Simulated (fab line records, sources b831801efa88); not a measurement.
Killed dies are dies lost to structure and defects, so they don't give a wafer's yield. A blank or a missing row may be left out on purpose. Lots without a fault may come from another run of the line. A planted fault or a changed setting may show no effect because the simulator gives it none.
One fault seen from 2 desks | flow sky130 | each desk has only its own numbers; what lay behind them comes last

THE TOOL OWNER'S DESK: pvd_sputter-01
The tool's own readings at SKY_VIA4_SPUTTER_17 (material TiN, target thk 20 nm, time 80 s): means of the sampled wafers that have a number, for each lot that ran on this tool. A lot is out of limits, marked OUT, if its mean lies more than 4 standard deviations from the usual mean; the brackets give that distance.
Columns: A = throttle_valve_pct at SKY_VIA4_SPUTTER_17, usual 30.0 %
lot  | first seen here | A
L638 | day 42 15:25    | 30.3
L643 | day 44 05:33    | 30.1
L644 | day 44 15:43    | 30.3
L649 | day 45 16:20    | 30.6
This desk's finding: nothing out of limits on any of the 4 lots.

THE METROLOGY DESK
What the gauges read, lot by lot, whatever tool the lot ran on: means of the sampled wafers that have a number. A lot is out of limits, marked OUT, if its mean lies more than 4 standard deviations from the usual mean; the brackets give that distance.
Columns: A = METAL4_OVL at SKY_METAL4_OVL_MEAS_14, usual 5 nm; B = VIA4_HDPCVD_THK at SKY_VIA4_THK_MEAS_01, usual 1754 nm; C = VIA4_W_RS at SKY_VIA4_RS_MEAS_19, usual 0.2250 ohm/sq
lot  | first seen here | A  | B    | C
L638 | day 41 14:15    | 6  | 1771 | 0.2243
L640 | day 42 06:12    | 7  | 1747 | 0.2264
L641 | day 42 15:11    | 1  | 1739 | 0.2246
L642 | day 42 16:27    | 4  | 1772 | 0.2238
L643 | day 43 04:33    | 12 | 1743 | 0.2260
L644 | day 43 14:36    | 9  | 1775 | 0.2228
L649 | day 44 16:35    | 2  | 1750 | 0.2208
L653 | day 46 02:55    | 7  | 1787 | 0.2284
L655 | day 46 22:06    | 6  | 1766 | 0.2230
L657 | day 47 04:00    | 15 | 1741 | 0.2228
L658 | day 47 04:50    | -1 | 1756 | 0.2211
This desk's finding: nothing out of limits on any of the 11 lots.

PUT TOGETHER
The tool owner's desk saw nothing out of limits.
The metrology desk saw nothing out of limits.

WHAT THE SIMULATOR HAD PUT IN
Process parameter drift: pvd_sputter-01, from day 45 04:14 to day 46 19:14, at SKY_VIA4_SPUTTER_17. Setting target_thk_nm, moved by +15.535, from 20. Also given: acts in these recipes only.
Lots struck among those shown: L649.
